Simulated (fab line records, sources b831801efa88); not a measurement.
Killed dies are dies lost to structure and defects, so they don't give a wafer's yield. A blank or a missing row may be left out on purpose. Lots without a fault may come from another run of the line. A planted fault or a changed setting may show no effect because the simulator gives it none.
Chamber matching | flow sky130 | SKY_VIA1_CMP_02 on cmp-02: 3 sister chambers
The step polishes SiO2. 6 wafers are shown with their chamber, then 6 later ones without.

WAFERS WITH THEIR CHAMBER
wafer  | chamber | motor_current_A (A)
L498.1 | 0       | 10.2
L498.5 | 2       | 12.2
L501.5 | 2       | 12.3
L501.6 | 1       | 11.2
L508.4 | 1       | 11.7
L508.5 | 0       | 11.0

WAFERS WITHOUT THEIR CHAMBER
wafer  | motor_current_A (A)
L508.6 | 11.2
L509.1 | 12.0
L509.2 | 10.3
L509.5 | 11.2
L516.4 | 10.8
L516.5 | 12.5

WHICH CHAMBER EACH WENT THROUGH
wafer  | from the rows above     | in truth
L508.6 | can't be placed: 1 or 0 | 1
L509.1 | can't be placed: 2 or 1 | 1
L509.2 | 0                       | 0
L509.5 | can't be placed: 1 or 0 | 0
L516.4 | can't be placed: 0 or 1 | 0
L516.5 | 2                       | 2
Placed correctly: 2 of 6. Can't be placed from these rows: 4 (the true chamber is among the candidates in 4). Placed wrongly: 0.
How it was worked out, from the rows above alone: a wafer's distance from a chamber is the root of the sum, over the readings, of the square of ((its reading less the chamber's mean) divided by the reading's scatter). The wafer belongs to the nearest chamber; if the next one is less than 2 further off, it can't be placed. A chamber's mean is the mean of its shown wafers. The scatter: the root of (the sum of the squares of (reading less its chamber's mean) over the shown wafers, divided by (wafers less chambers)).
